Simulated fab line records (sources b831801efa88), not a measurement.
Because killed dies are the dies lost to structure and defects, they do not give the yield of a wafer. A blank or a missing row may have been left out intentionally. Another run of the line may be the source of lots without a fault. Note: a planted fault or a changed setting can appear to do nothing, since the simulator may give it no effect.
fab line records	flow sky130
record lots=5	wafers=15	last-day=49
route steps=708 shown VIA4@653 METAL5@661 PASSIVATION@681 PAD_OPEN@694
lots that met no fault: taken from a fault-free run of the same line
start-h: hours from the record's first day to the start of the lot's first wafer shown	wait-h: how many hours have passed since the lot's step before this one	" same as the row above	L1.1+2: a single row standing in for several wafers	- no value, or no start given	* or withheld: withheld	< > ~ a bound
route shown NAME@n: a module of which the file shows steps, and the number in the route of the first	usual: average and standard deviation across the fault-free wafers	same: alike in all rows	chamber/n: place in a boat	sites: each site's reading	_std_site: how widely they spread, as a standard deviation	_edge_site: inner sites' mean taken away from outer sites' mean	radius-mm: how far each site lies from the wafer's centre	mask NAME#n: copy n	behind: the most recent tool/chamber to have shaped the wafer	hold: why the lot was held/for how many hours/how that ended	device: which transistor (n, p or np) failed to switch	end of line: the tests these same wafers got at the end of their route	for a step that has no rows: nothing shown but its recipe	killed: dies lost to structure and defects at the first sort, not the wafer's yield	map: shows each die of a wafer: x if killed, . if not, _ if none is there
set.NAME: the run value of the setting; set.NAME@STEP: its run value at that earlier step	model.NAME: the simulator's own value behind a step, which no gauge read
a table for each step, a row for each wafer; lots at some steps of the route
services: a tool's chamber out of use, with start hour (start-h, from the record's first day; less than 0 if before it), hours out, and reason
## steps
# step SKY_VIA4_STRIP_14
# recipe chemistry=post-etch-residue-remover	time-s=1200	temp-c=72.5
# step SKY_VIA4_CLEAN_15
# recipe chemistry=IPA	time-s=180	temp-c=25
# step SKY_VIA4_CLEAN_16
# recipe chemistry=O3/DIW	dry=n2-spin
# step SKY_VIA4_SPUTTER_17
# recipe material=TiN	target-thk-nm=20	chamber-pressure-pa=5	power-w=4000	time-s=80
# step SKY_VIA4_CVD_18
# recipe material=W	target-thk-nm=505	time-s=152.14	temp-c=400	pressure-torr=40
# step SKY_VIA4_CMP_21
# recipe stop-on=SiO2	t-overpolish-s=25	down-force-psi=3.5	platen-rpm=60	target-thk-nm=0	pad-velocity-m-s=0.94248
# step SKY_METAL5_SPUTTER_00
# recipe material=Ti	target-thk-nm=15	power-w=3000	time-s=10	chamber-pressure-pa=0.4
# step SKY_METAL5_SPUTTER_01
# recipe material=TiN	target-thk-nm=20	power-w=6500	time-s=16.7	chamber-pressure-pa=0.4
# step SKY_METAL5_SPUTTER_02
# recipe material=AlCu	target-thk-nm=1150	power-w=10600	time-s=61.2	chamber-pressure-pa=0.4
# step SKY_METAL5_SPUTTER_03
# recipe material=Ti	target-thk-nm=5	power-w=3000	time-s=3.3	chamber-pressure-pa=0.4
# step SKY_METAL5_SPUTTER_04
# recipe material=TiN	target-thk-nm=70	power-w=6500	time-s=58.3	chamber-pressure-pa=0.4
# usual cathode-dc-power-W=6500.0/1.2	chamber-pressure-pa=0.3999/0.00084	throttle-valve-pct=29.8/0.74
lot.wafer	tool	chamber	start-h	wait-h	cathode-dc-power-W	chamber-pressure-pa	throttle-valve-pct
L508.2	pvd-sputter-02	-	1063.35	0.0	-	-	-
L508.4	"	-	"	"	-	-	-
L508.6	"	-	"	"	-	-	-
L509.2	pvd-sputter-03	-	1063.69	0.0	-	-	-
L509.3	"	-	"	"	-	-	-
L509.4	"	-	"	"	-	-	-
L510.2	pvd-sputter-03	-	1070.61	0.0	-	-	-
L510.4	"	-	"	"	-	-	-
L510.6	"	-	"	"	-	-	-
L514.1	pvd-sputter-03	-	1096.48	0.0	6498.7	0.4000	30.1
L514.4	"	-	"	"	6499.1	0.3997	30.5
L514.5	"	-	"	"	6499.8	0.3991	29.1
L517.1	pvd-sputter-02	-	1130.48	0.0	6501.1	0.3987	29.3
L517.3	"	-	"	"	6502.5	0.3992	28.9
L517.6	"	-	"	"	6498.8	0.4008	28.7
# step SKY_METAL5_RS_MEAS_05
# recipe thk-meas-gauge=four-point-probe	reads=TiN_of_METAL5_SPUTTER_04+Ti_of_METAL5_SPUTTER_03+AlCu_of_METAL5_SPUTTER_02+TiN_of_METAL5_SPUTTER_01+Ti_of_METAL5_SPUTTER_00
# usual METAL5_ALCU_RS=0.0272/0.0003
lot.wafer	tool	chamber	start-h	wait-h	hold	METAL5_ALCU_RS[ohm/sq]
L508.2	film-metro-04	-	1063.42	0.0	await-dispo/0.2h/release	0.0273
L508.4	"	-	"	"	await-dispo/0.2h/release	0.0274
L508.6	"	-	"	"	await-dispo/0.2h/release	0.0274
L508.2	film-metro-04	-	1063.70	0.3	-	0.0273
L508.4	"	-	"	"	-	0.0274
L508.6	"	-	"	"	-	0.0274
L509.2	film-metro-03	-	1063.75	0.0	await-dispo/0.2h/release	0.0275
L509.3	"	-	"	"	await-dispo/0.2h/release	0.0282
L509.4	"	-	"	"	await-dispo/0.2h/release	0.0274
L509.2	film-metro-03	-	1064.04	0.3	-	0.0275
L509.3	"	-	"	"	-	0.0281
L509.4	"	-	"	"	-	0.0273
L510.2	film-metro-04	-	1070.68	0.0	await-dispo/0.2h/release	0.0273
L510.4	"	-	"	"	await-dispo/0.2h/release	0.0277
L510.6	"	-	"	"	await-dispo/0.2h/release	0.0273
L510.2	film-metro-04	-	1070.97	0.3	-	0.0273
L510.4	"	-	"	"	-	0.0277
L510.6	"	-	"	"	-	0.0273
L514.1	film-metro-03	-	1096.52	0.0	-	0.0275
L514.4	"	-	"	"	-	0.0269
L514.5	"	-	"	"	-	0.0270
L517.1	film-metro-03	-	1130.53	0.0	-	0.0269
L517.3	"	-	"	"	-	0.0270
L517.6	"	-	"	"	-	0.0269
# step SKY_METAL5_THK_MEAS_06
# recipe thk-meas-gauge=xrf	reads=AlCu_of_METAL5_SPUTTER_02
# usual METAL5_ALCU_THK=1130/15
lot.wafer	tool	chamber	start-h	wait-h	hold	METAL5_ALCU_THK[nm]
L509.2	film-metro-03	-	1067.90	3.8	await-dispo/0.2h/release	1317
L509.3	"	-	"	"	await-dispo/0.2h/release	1287
L509.4	"	-	"	"	await-dispo/0.2h/release	1318
L509.2	film-metro-03	-	1068.12	0.2	-	1319
L509.3	"	-	"	"	-	1290
L509.4	"	-	"	"	-	1326
L508.2	film-metro-04	-	1069.49	5.8	await-dispo/0.2h/release	1321
L508.4	"	-	"	"	await-dispo/0.2h/release	1305
L508.6	"	-	"	"	await-dispo/0.2h/release	1318
L508.2	film-metro-04	-	1069.75	0.2	-	1317
L508.4	"	-	"	"	-	1316
L508.6	"	-	"	"	-	1307
L510.2	film-metro-04	-	1075.22	4.2	await-dispo/0.2h/release	1316
L510.4	"	-	"	"	await-dispo/0.2h/release	1298
L510.6	"	-	"	"	await-dispo/0.2h/release	1314
L510.2	film-metro-04	-	1075.47	0.2	-	1314
L510.4	"	-	"	"	-	1292
L510.6	"	-	"	"	-	1316
L514.1	film-metro-03	-	1096.64	0.1	-	1116
L514.4	"	-	"	"	-	1150
L514.5	"	-	"	"	-	1142
L517.1	film-metro-03	-	1130.65	0.1	-	1145
L517.3	"	-	"	"	-	1144
L517.6	"	-	"	"	-	1139
# step SKY_METAL5_HMDS_08
# recipe prime-time-s=60	prime-temp-c=120
# step SKY_METAL5_COAT_09
# recipe resist=NOVOLAK	spin-rpm=3000	resist-thk-nm=1800
# step SKY_METAL5_SOFTBAKE_10
# recipe temp-c=90	time-s=60	resist=NOVOLAK
# step SKY_METAL5_EXPOSE_11
# recipe mask-id=MM5	na=0.6	source-shape=conventional	sigma-outer=0.6	polarization=unpolarized	target-cd-nm=1600	dose-mj=190
# step SKY_METAL5_PEB_12
# recipe temp-c=withheld	time-s=*	resist=NOVOLAK
# step SKY_METAL5_DEVELOP_13
# recipe resist=NOVOLAK	developer=TMAH	develop-time-s=60	dev-temp-c=23
# step SKY_METAL5_DESCUM_14
# recipe chemistry=O2	source-power-w=150	bias-power-w=0	pressure-mtorr=10	temp-c=40	time-s=11
# step SKY_METAL5_METAL_ETCH_15
# recipe target-depth-a=12600	stop-on=SiO2	over-etch-frac=0.2	time-s=252	chemistry=Cl2/BCl3	resist-sidewall-deg=86	pressure-mtorr=10	icp-w=900	bias-w=48.5	Cl2_flow_sccm=60	bcl3-flow-sccm=30
# usual drypump-motor-current-A=5.7/0.45	oes-product-au=0.894/0.0058	throttle-valve-pct=22.265/0.0094
# same over-etch-frac=0.2
lot.wafer	tool	chamber	start-h	wait-h	drypump-motor-current-A	oes-product-au	rf-hours-counter-h	throttle-valve-pct
L508.2	rie-metal-01	1	1084.22	0.0	5.8	0.866	19	22.258
L508.4	"	0	"	"	5.3	0.874	-	22.252
L508.6	"	1	"	"	5.8	0.864	-	22.266
L509.2	rie-metal-03	1	1084.32	0.0	6.4	0.877	16	22.263
L509.3	"	1	"	"	6.5	0.849	-	22.278
L509.4	"	0	"	"	5.5	0.876	-	22.260
L510.2	rie-metal-04	0	1090.62	0.0	4.9	0.867	14	22.274
L510.4	"	0	"	"	5.0	0.872	-	22.273
L510.6	"	1	"	"	5.9	0.867	-	22.252
L514.1	rie-metal-03	0	1117.35	0.0	5.5	0.891	15	22.263
L514.4	"	1	"	"	6.4	0.888	-	22.273
L514.5	"	1	"	"	6.5	0.888	-	22.267
L517.1	rie-metal-03	0	1148.57	0.0	5.6	0.890	17	22.252
L517.3	"	1	"	"	6.4	0.891	-	22.265
L517.6	"	0	"	"	5.6	0.898	-	22.268
# step SKY_METAL5_STRIP_16
# recipe chemistry=O2/N2	power-w=1400	pressure-mtorr=1500	platen-temp-c=withheld	o2-flow-sccm=3000	n2-flow-sccm=300	overash-fraction=0.5
# step SKY_METAL5_STRIP_17
# recipe chemistry=post-etch-residue-remover	time-s=1200	temp-c=72.5
# step SKY_METAL5_CLEAN_18
# recipe chemistry=IPA	time-s=180	temp-c=25
# step SKY_METAL5_CLEAN_19
# recipe chemistry=O3/DIW	dry=n2-spin
# step SKY_PASSIVATION_CVD_00
# recipe material=SiO2	target-thk-nm=90	temp-c=400	time-s=withheld	rf-w=600
# step SKY_PASSIVATION_CVD_02
# recipe material=Si3N4	target-thk-nm=540	temp-c=400	time-s=withheld	rf-w=450
# step SKY_PASSIVATION_DEHYDRATE_04
# recipe temp-c=200	time-s=60
# step SKY_PASSIVATION_HMDS_05
# recipe prime-time-s=60	prime-temp-c=120
# step SKY_PASSIVATION_COAT_06
# recipe spin-rpm=2000	resist-thk-nm=3000
# step SKY_PASSIVATION_SOFTBAKE_07
# recipe temp-c=110	time-s=withheld
# step SKY_PASSIVATION_EXPOSE_08
# recipe mask-id=NSM	target-cd-nm=3000	na=0.57	dose-mj=260
# step SKY_PASSIVATION_PEB_09
# recipe temp-c=115	time-s=withheld
# step SKY_PASSIVATION_DEVELOP_10
# recipe develop-time-s=60	dev-temp-c=23
# step SKY_PASSIVATION_ETCH_11
# recipe chemistry=CF4/O2	target-depth-nm=725	stop-on=AlCu	source-w=800	bias-w=150	pressure-mtorr=150	cf4-flow-sccm=80	O2_flow_sccm=10	time-s=161.1
# usual O2_flow_sccm=9.999/0.029	drypump-motor-current-A=5.75/0.29	oes-product-au=0.979/0.0072	throttle-valve-pct=5.964/0.0086
lot.wafer	tool	chamber	start-h	wait-h	O2_flow_sccm	drypump-motor-current-A	oes-product-au	rf-hours-counter-h	throttle-valve-pct	model.PASSIVATION.feature-depth-nm
L508.2	rie-diel-03	1	1106.25	-	9.966	5.56	0.989	18	5.964	725
L508.4	"	1	"	"	10.007	5.56	0.994	-	5.964	725
L508.6	"	3	"	"	9.987	5.75	0.993	-	5.954	725
L509.2	rie-diel-01	3	1106.41	-	10.042	6.03	0.992	27	5.972	725
L509.3	"	1	"	"	9.989	6.22	0.985	20	5.961	725
L509.4	"	2	"	"	10.047	5.88	0.993	15	5.979	725
L510.2	rie-diel-03	1	1111.94	-	9.993	5.56	0.998	18	5.973	725
L510.4	"	3	"	"	10.031	5.75	0.993	-	5.958	725
L510.6	"	0	"	"	10.014	5.96	0.999	-	5.960	725
L514.1	rie-diel-04	1	1137.56	-	10.006	6.16	0.983	12	5.971	705.1
L514.4	"	3	"	"	9.986	5.63	0.983	17	5.960	713.6
L514.5	"	3	"	"	9.946	5.62	0.979	-	5.955	708.8
L517.1	rie-diel-03	2	1167.05	-	10.023	5.33	0.974	1	5.960	698.1
L517.3	"	1	"	"	9.995	5.55	0.970	20	5.980	696.8
L517.6	"	2	"	"	9.995	5.32	0.966	-	5.964	709.6
# step SKY_PASSIVATION_STRIP_12
# recipe chemistry=O2/N2	power-w=1400	pressure-mtorr=1500	platen-temp-c=withheld	overash-fraction=0.7	o2-flow-sccm=3000	n2-flow-sccm=300
# step SKY_PAD_OPEN_DEHYDRATE_00
# recipe temp-c=200	time-s=60
# step SKY_PAD_OPEN_ETCH_07
# recipe chemistry=CF4/O2	target-depth-nm=725	stop-on=AlCu	source-w=800	bias-w=150	pressure-mtorr=150	cf4-flow-sccm=80	O2_flow_sccm=10	time-s=161.1
# usual O2_flow_sccm=9.999/0.029	drypump-motor-current-A=5.78/0.26	oes-product-au=0.980/0.0073	throttle-valve-pct=5.965/0.0088
lot.wafer	tool	chamber	start-h	wait-h	O2_flow_sccm	drypump-motor-current-A	oes-product-au	rf-hours-counter-h	throttle-valve-pct	model.PAD_OPEN.feature-depth-nm
L508.2	rie-diel-01	1	1126.40	-	10.038	6.22	0.986	21	5.973	725
L508.4	"	3	"	"	9.948	5.91	0.995	27	5.971	725
L508.6	"	1	"	"	9.988	6.22	0.999	-	5.956	725
L509.2	rie-diel-03	2	1127.01	-	9.949	5.31	0.982	0	5.979	705.9
L509.3	"	3	"	"	9.993	5.75	0.999	19	5.971	725
L509.4	"	1	"	"	10.027	5.55	0.989	19	5.977	725
L510.2	rie-diel-03	3	1131.46	-	10.039	5.75	0.990	19	5.975	725
L510.4	"	0	"	"	10.004	5.99	0.991	23	5.964	725
L510.6	"	2	"	"	9.968	5.31	0.990	-	5.980	718.1
L514.1	rie-diel-03	1	1156.09	-	9.987	5.56	0.977	20	5.968	705.1
L514.4	"	0	"	"	10.031	5.97	0.987	23	5.963	713.6
L514.5	"	0	"	"	10.009	5.97	0.986	-	5.945	708.8
L517.1	rie-diel-03	1	1183.50	-	10.052	5.57	0.971	21	5.958	698.1
L517.3	"	0	"	"	9.997	5.99	0.974	24	5.970	696.8
L517.6	"	2	"	"	10.002	5.32	0.962	-	5.964	709.6
# step SKY_PAD_OPEN_PROBE_99
# usual defect-limited-yield=82.2/1.9	killed_at_M0_to_M3=44/6.9	killed_at_M4_up=3.3/1.8	killed-at-contacts=24/5	killed-at-front-end=16/4.6	killed-at-other=0.2/0.42	killed-dies=88/9.2	killed-open=48/7.3	killed-short=40/6.5	sort_bin_3_pad_short=0.9/0.43	sort_bin_5_function=10.6/1.5	sort_bin_6_memory=6.4/1.1	sort-n-pass=404/9.2	sort-yield-pct=82.2/1.9
# same gross-dies=492	killed-at-back-side=0	sort_bin_4_leakage[%]=0	sort_bin_8_speed[%]=0
lot.wafer	tool	chamber	start-h	wait-h	defect-limited-yield[%]	killed_at_M0_to_M3	killed_at_M4_up	killed-at-contacts	killed-at-front-end	killed-at-other	killed-dies	killed-open	killed-short	sort_bin_3_pad_short[%]	sort_bin_5_function[%]	sort_bin_6_memory[%]	sort-n-pass	sort-yield-pct[%]
L508.2	prober-01	-	1128.77	0.1	84.3	39	3	24	11	0	77	46	30	0.2	7.9	7.5	415	84.3
L508.4	prober-01	-	1128.87	0.2	81.5	45	2	24	20	0	91	50	39	1.2	9.8	7.5	401	81.5
L508.6	prober-01	-	1128.97	0.2	85.4	37	1	19	15	0	72	37	35	0	9.6	5.1	420	85.4
L509.2	prober-02	-	1130.27	0.1	80.9	39	8	28	18	1	94	40	51	1.8	10.4	6.9	398	80.9
L509.3	prober-02	-	1130.32	0.2	80.5	39	6	20	31	0	96	49	44	1.4	12.2	5.9	396	80.5
L509.4	prober-02	-	1130.37	0.2	81.9	42	3	32	12	0	89	46	41	0.4	11.6	6.1	403	81.9
L510.2	prober-01	-	1133.84	0.1	79.7	57	2	19	22	0	100	53	47	0.8	13.0	6.5	392	79.7
L510.4	prober-01	-	1133.94	0.2	78.0	45	2	29	32	0	108	59	49	2.0	14.0	5.9	384	78.0
L510.6	prober-01	-	1134.04	0.2	80.3	47	4	28	18	0	97	59	38	1.4	12.0	6.3	395	80.3
L517.1	prober-01	-	1185.98	0.1	83.3	44	2	25	11	0	82	47	35	0	9.3	7.3	410	83.3
L517.3	prober-01	-	1186.08	0.2	85.2	38	2	20	12	1	73	42	30	1.0	9.3	4.5	419	85.2
L517.6	prober-01	-	1186.23	0.2	81.3	51	2	23	16	0	92	42	50	1.4	11.8	5.5	400	81.3
# killed by level:class
L508.2 VIA1:geometric-particle:open=10 CONTACT:geometric-particle:open=9 VIA2:geometric-particle:open=6 LI_CONTACT:geometric-particle:open=5 CONTACT:geometric-particle:short=5 FIELD_ISO:geometric-particle:short=4 METAL2:geometric-particle:short=4 VIA3:geometric-particle:open=4
L508.4 CONTACT:geometric-particle:open=12 METAL1:geometric-particle:short=8 METAL2:geometric-particle:short=8 VIA2:geometric-particle:open=6 LI_CONTACT:geometric-particle:open=6 VIA3:geometric-particle:open=6 FIELD_ISO:geometric-particle:open=5 POLY_GATE:geometric-particle:open=5
L508.6 VIA1:geometric-particle:open=10 FIELD_ISO:geometric-particle:short=7 CONTACT:geometric-particle:open=7 LI_CONTACT:geometric-particle:open=5 LOCAL_INTERCONNECT:geometric-particle:short=5 METAL1:geometric-particle:short=5 VIA2:geometric-particle:open=5 VIA3:geometric-particle:open=4
L509.2 LOCAL_INTERCONNECT:geometric-particle:short=8 CONTACT:geometric-particle:open=7 VIA2:geometric-particle:open=7 METAL1:geometric-particle:short=6 VIA1:geometric-particle:open=6 METAL2:geometric-particle:short=6 FIELD_ISO:geometric-particle:short=5 LI_CONTACT:geometric-particle:short=5
L509.3 VIA1:geometric-particle:open=11 FIELD_ISO:geometric-particle:short=10 CONTACT:geometric-particle:open=10 FIELD_ISO:geometric-particle:open=7 METAL2:geometric-particle:short=5 POLY_GATE:geometric-particle:short=5 METAL1:geometric-particle:short=5 VIA3:geometric-particle:open=5
L509.4 CONTACT:geometric-particle:open=13 VIA1:geometric-particle:open=12 VIA1:geometric-particle:short=7 CONTACT:geometric-particle:short=6 VIA2:geometric-particle:open=5 LOCAL_INTERCONNECT:geometric-particle:short=5 METAL2:geometric-particle:short=5 LI_CONTACT:geometric-particle:short=4
L510.2 VIA1:geometric-particle:open=17 VIA3:geometric-particle:open=9 FIELD_ISO:geometric-particle:short=8 LI_CONTACT:geometric-particle:open=6 VIA1:geometric-particle:short=6 FIELD_ISO:geometric-particle:open=5 VIA2:geometric-particle:short=5 CONTACT:geometric-particle:open=5
L510.4 CONTACT:geometric-particle:open=16 FIELD_ISO:geometric-particle:short=12 VIA1:geometric-particle:open=9 FIELD_ISO:geometric-particle:open=7 METAL1:geometric-particle:short=6 POLY_GATE:geometric-particle:open=5 VIA2:geometric-particle:open=5 LI_CONTACT:geometric-particle:open=5
L510.6 VIA1:geometric-particle:open=15 CONTACT:geometric-particle:open=10 LOCAL_INTERCONNECT:geometric-particle:short=7 VIA3:geometric-particle:open=7 FIELD_ISO:geometric-particle:open=6 LI_CONTACT:geometric-particle:open=5 CONTACT:geometric-particle:short=5 METAL2:geometric-particle:short=5
L517.1 VIA1:geometric-particle:open=12 VIA3:geometric-particle:open=8 METAL2:geometric-particle:short=7 CONTACT:geometric-particle:open=7 LI_CONTACT:geometric-particle:short=5 LI_CONTACT:geometric-particle:open=5 VIA2:geometric-particle:open=5 LOCAL_INTERCONNECT:geometric-particle:short=4
L517.3 VIA2:geometric-particle:open=9 CONTACT:geometric-particle:open=7 METAL1:geometric-particle:short=7 VIA1:geometric-particle:open=7 LI_CONTACT:geometric-particle:open=4 LOCAL_INTERCONNECT:geometric-particle:short=4 VIA3:geometric-particle:open=4 FIELD_ISO:geometric-particle:open=3
L517.6 METAL2:geometric-particle:short=10 VIA1:geometric-particle:open=9 LOCAL_INTERCONNECT:geometric-particle:short=7 METAL1:geometric-particle:short=6 LI_CONTACT:geometric-particle:open=5 VIA2:geometric-particle:open=5 CONTACT:geometric-particle:open=4 VIA1:geometric-particle:short=4
## services
tool	chamber	start-h	hours	kind
pvd-sputter-02	-	1046.65	12.6	repair
rie-metal-03	-	1050.13	0.5	repair
rie-diel-04	2	1056.59	1.3	repair
pvd-sputter-03	1	1075.99	-	consumable-replace:kit
pvd-sputter-03	1	1075.99	18.0	scheduled-down
pvd-sputter-03	1	1075.99	18.0	vent-cycle
rie-diel-03	3	1094.15	3.1	repair
rie-diel-03	2	1098.35	-	clean
rie-diel-03	2	1098.35	23.9	scheduled-down
rie-diel-03	2	1098.35	23.9	vent-cycle
pvd-sputter-02	0	1127.61	-	consumable-replace:kit
pvd-sputter-02	0	1127.61	18.0	scheduled-down
pvd-sputter-02	0	1127.61	18.0	vent-cycle
rie-diel-04	0	1134.01	2.7	repair
rie-diel-01	1	1134.96	2.5	repair
rie-diel-03	-	1142.02	2.8	pm
rie-diel-04	0	1157.81	17.7	repair
pvd-sputter-02	-	1162.49	8.6	repair
rie-diel-04	1	1167.99	5.0	repair
rie-diel-04	1	1175.36	13.7	repair
pvd-sputter-03	0	1179.68	-	consumable-replace:kit
pvd-sputter-03	0	1179.68	18.0	scheduled-down
pvd-sputter-03	0	1179.68	18.0	vent-cycle
## key
first-sign step=SKY_METAL5_SPUTTER_04	reading=tool-record	direction=missing
effect step=SKY_METAL5_RS_MEAS_05	reading=visit	direction=added
effect step=SKY_METAL5_THK_MEAS_06	reading=visit	direction=added
effect step=SKY_METAL5_THK_MEAS_06	reading=METAL5_ALCU_THK	direction=up	sigmas=12	usual=1130	struck=1311
effect step=SKY_METAL5_METAL_ETCH_15	reading=oes-product-au	direction=down	sigmas=4.4	usual=0.894	struck=0.868
model-effect step=SKY_PASSIVATION_ETCH_11	value=PASSIVATION.feature-depth-nm	without=710.1	struck=725
model-effect step=SKY_PAD_OPEN_ETCH_07	value=PAD_OPEN.feature-depth-nm	without=710.1	struck=722.1
met-at SKY_METAL5_SPUTTER_04
struck-wafers L508.2,L508.4,L508.6,L509.2,L509.3,L509.4,L510.2,L510.4,L510.6
fault kind=skipped-step-whole	tool=pvd-sputter-02,pvd-sputter-03	chamber=-	onset-h=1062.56	steps=SKY_METAL5_SPUTTER_04	scope=struck-lots-only
